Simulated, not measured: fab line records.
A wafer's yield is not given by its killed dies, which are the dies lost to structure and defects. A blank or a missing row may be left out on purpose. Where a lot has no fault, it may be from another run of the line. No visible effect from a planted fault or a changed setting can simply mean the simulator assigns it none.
The tool behind it: which one? | flow gf180mcu | 11 lots, 33 wafers sampled, at 3 steps of a route of 602

## WHAT THE GAUGES SHOWED, per wafer
GF_CONTACT_RS_MEAS_25: measurement is done with a four-point probe.
lot  | measured     | on            | CONTACT_W_RS (ohm/sq)
L888 | day 16 01:08 | film_metro-01 | 0.383 0.383 0.383
L889 | day 16 14:17 | film_metro-03 | 0.380 0.378 0.387
L890 | day 16 23:55 | film_metro-04 | 0.393 0.384 0.389
L891 | day 17 03:34 | film_metro-01 | 0.374 0.384 0.380
L892 | day 17 20:25 | film_metro-04 | 0.384 0.387 0.384
L895 | day 18 21:54 | film_metro-03 | 0.382 0.384 0.387
L900 | day 20 20:37 | film_metro-04 | 0.383 0.386 0.387
L901 | day 21 01:26 | film_metro-01 | 1.136 1.162 1.151 1.138 1.162 1.149
L902 | day 21 08:32 | film_metro-01 | 1.161 1.130 1.147 1.162 1.132 1.147
L910 | day 23 17:49 | film_metro-01 | 0.378 0.382 0.381
L911 | day 24 07:46 | film_metro-03 | 0.377 0.380 0.379

## WHAT TOOL EACH LOT RAN ON (gives the tool, then ch and the chambers of the sampled wafers, and finally the start)
lot  | GF_SAB_STRIP_13                      | GF_CONTACT_CVD_24
L888 | plasma_asher-04 ch 0,1, day 15 01:22 | cvd_w-01 ch 0,1, day 16 01:01
L889 | plasma_asher-03 ch 0, day 15 14:11   | cvd_w-02 ch 0,1, day 16 14:10
L890 | plasma_asher-01 ch 0,1, day 15 23:17 | cvd_w-02 ch 0,1, day 16 23:48
L891 | plasma_asher-01 ch 0,1, day 16 03:52 | cvd_w-01 ch 0,1, day 17 03:28
L892 | plasma_asher-04 ch 0,1, day 16 15:25 | cvd_w-02 ch 0,1, day 17 20:18
L895 | plasma_asher-04 ch 0,1, day 17 19:41 | cvd_w-02 ch 0,1, day 18 21:47
L900 | plasma_asher-04 ch 0,1, day 19 18:39 | cvd_w-02 ch 0,1, day 20 20:31
L901 | plasma_asher-03 ch 0,1, day 19 22:16 | cvd_w-01 ch 0,1, day 21 01:20
L902 | plasma_asher-01 ch 0,1, day 20 06:44 | cvd_w-01 ch 0,1, day 21 08:25
L910 | plasma_asher-03 ch 0, day 22 16:13   | cvd_w-02 ch 0,1, day 23 17:43
L911 | plasma_asher-01 ch 0,1, day 23 07:11 | cvd_w-02 ch 0,1, day 24 07:39
- GF_SAB_STRIP_13: strips in O2/N2.
- GF_CONTACT_CVD_24: deposits W, target thk 300 nm, time 90.339 s.

## THE ANSWER, worked out from the rows above alone
Rule: the usual values come from the lots themselves. The widest of any qualifying gaps counts: lots, ordered by their means at a reading, are off when they make up no more than a third of the lots, leave a main group of 4 or more, and stand apart from it by 3 or more times the standard deviation of that group's means. Not used: any main group whose means are identical at the precision the tables above print for the reading. Also off: a lot with no number at a reading for which 4 or more lots have one. Where the step has rows for the other lots, those lots are counted as sound.
Off: L901, L902, seen at GF_CONTACT_RS_MEAS_25 (CONTACT_W_RS). Mean 0.383 ohm/sq and standard deviation 0.0031 in the main group.
A tool fits if, at a process step before that reading, it ran every lot that is off, and no sound lot after the first of them. Those tools and the gauges at GF_CONTACT_RS_MEAS_25 are tried in the same way. One fits: cvd_w-01 at GF_CONTACT_CVD_24. A fault onset in the window from L891 (day 17 03:28, its last sound lot) to L901 (day 21 01:20, its first lot off) fits.

## WHAT THE SIMULATOR HAD PUT IN
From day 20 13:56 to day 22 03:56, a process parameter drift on cvd_w-01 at GF_CONTACT_CVD_24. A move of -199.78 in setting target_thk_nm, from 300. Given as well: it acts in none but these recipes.
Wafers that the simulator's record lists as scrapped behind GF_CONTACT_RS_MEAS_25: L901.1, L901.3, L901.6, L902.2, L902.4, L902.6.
Struck lots among those shown: L901, L902. Same finding as the rule above.
